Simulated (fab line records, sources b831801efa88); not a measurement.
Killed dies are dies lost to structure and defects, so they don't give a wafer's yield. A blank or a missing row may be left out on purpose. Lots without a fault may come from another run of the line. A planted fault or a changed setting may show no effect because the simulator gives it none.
fab line records | flow sky130
record lots=14 wafers=42 last_day=50
route steps=708 shown LDD_LDN@292
lots that met no fault: from a run of the same line without faults
start_h: hours from the record's first day to the start of the lot's first wafer shown | wait_h: hours since the lot's step before | " the same as in the row above | L1.1+2: a row that stands for several wafers | - no value, or no start given | * or withheld: withheld | < > ~ a bound
route shown NAME@n: a module of which the file shows steps, and the number in the route of the first | usual: mean/standard deviation of fault-free wafers | same: alike in all rows | chamber/n: place in a boat | sites: the reading at each site | _std_site: their standard deviation | _edge_site: outer sites' mean less inner sites' | radius_mm: how far each site lies from the wafer's centre | mask NAME#n: copy n | behind: the tool/chamber that last shaped the wafer | hold: why the lot was held/for how many hours/how that ended | device: the transistor (n, p or np) that didn't switch | end of line: the same wafers' tests at the end of the route | a step without rows: its recipe alone | killed: dies lost to structure and defects at the first sort, not the wafer's yield | map: a wafer's dies, x killed, . not, _ none there
set.NAME: the setting as run; set.NAME@STEP: as run at that earlier step | model.NAME: the simulator's own value behind a step, which no gauge read
steps of the route over a sample of lots; a table a step, a row a wafer
services: from which hour (start_h, from the record's first day; less than 0 if before it) a tool's chamber was out of use, for how many hours, and why
## steps
# step SKY_LDD_LDN_SOFTBAKE_03
# recipe temp_c=90 time_s=60 resist=NOVOLAK
# usual heater_power_total_W=56.60/0.044 plate_temp_C=90.03/0.12 resist_line_temp_C=22.99/0.11
# columns lot.wafer tool chamber start_h wait_h heater_power_total_W plate_temp_C resist_line_temp_C
L839.1 litho_track-03 0 515.99 0.1 56.62 89.93 22.77
L839.4 " 0 " " 56.55 89.94 22.91
L839.6 " 0 " " 56.67 90.00 22.98
L840.1 litho_track-01 0 526.48 0.1 56.62 90.19 23.06
L840.4 " 0 " " 56.60 90.03 23.11
L840.5 " 0 " " 56.63 89.95 22.91
L841.1 litho_track-03 0 538.04 0.1 56.62 89.90 23.14
L841.3 " 0 " " 56.59 89.94 23.09
L841.6 " 0 " " 56.63 90.09 23.12
L842.3 litho_track-01 0 549.63 0.1 56.60 89.91 22.93
L842.4 " 0 " " 56.62 89.85 22.95
L842.6 " 0 " " 56.64 89.97 23.02
L848.2 litho_track-01 0 596.75 0.1 56.61 89.78 22.95
L848.3 " 0 " " 56.64 90.03 22.79
L848.4 " 0 " " 56.61 90.05 22.92
L849.2 litho_track-03 0 605.97 0.1 54.28 87.32 23.03
L849.3 " 0 " " 54.13 87.41 23.24
L849.6 " 0 " " 54.22 87.30 23.00
L850.1 litho_track-03 0 618.29 0.1 54.28 87.28 23.12
L850.2 " 0 " " 54.32 87.49 22.91
L850.4 " 0 " " 54.28 87.28 23.11
L852.2 litho_track-04 0 635.71 0.1 56.57 90.09 22.83
L852.4 " 0 " " 56.57 90.00 22.94
L852.6 " 0 " " 56.54 90.17 22.84
L854.3 litho_track-01 0 646.18 0.1 56.61 89.88 23.08
L854.5 " 0 " " 56.59 89.98 22.98
L854.6 " 0 " " 56.60 90.04 23.00
L856.2 litho_track-01 0 664.50 0.1 56.58 90.06 23.15
L856.5 " 0 " " 56.59 90.16 23.05
L856.6 " 0 " " 56.62 90.02 23.15
L857.1 litho_track-01 0 674.63 0.1 56.57 90.08 22.91
L857.4 " 0 " " 56.51 90.16 22.96
L857.5 " 0 " " 56.54 90.25 23.01
L859.4 litho_track-03 0 691.47 0.1 56.62 90.16 23.03
L859.5 " 0 " " 56.72 89.99 23.08
L859.6 " 0 " " 56.59 89.98 22.94
L860.3 litho_track-03 0 694.69 0.1 56.57 90.18 22.97
L860.4 " 0 " " 56.66 89.90 23.05
L860.5 " 0 " " 56.56 89.98 23.04
L861.1 litho_track-03 0 704.89 0.1 56.64 90.14 23.05
L861.2 " 0 " " 56.55 90.00 23.14
L861.6 " 0 " " 56.59 90.05 23.17
## services
# columns tool chamber start_h hours kind
litho_track-03 - 572.88 - consumable_replace:filter
## key
first_sign step=SKY_LDD_LDN_SOFTBAKE_03 reading=heater_power_total_W direction=down sigmas=53 usual=* struck=*
effect step=SKY_LDD_LDN_SOFTBAKE_03 reading=plate_temp_C direction=down sigmas=22 usual=* struck=*
met_at SKY_LDD_LDN_SOFTBAKE_03
struck_lots L849,L850
tester_left_out L849,L850
onset_between 538.04 605.97
fault kind=process_parameter_drift tool=litho_track-03 chamber=- onset_h=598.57 steps=SKY_LDD_LDN_SOFTBAKE_03 channel=temp_c offset=* shape=step end_h=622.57 acts_in=* stated=*
# tester_left_out: of these lots the tester's yield and bins aren't shown, on N5 and GAA mostly nor the transistor test; their killed dies are dies lost to structure and defects alone, not to doping, threshold or leakage, so they don't give the yield
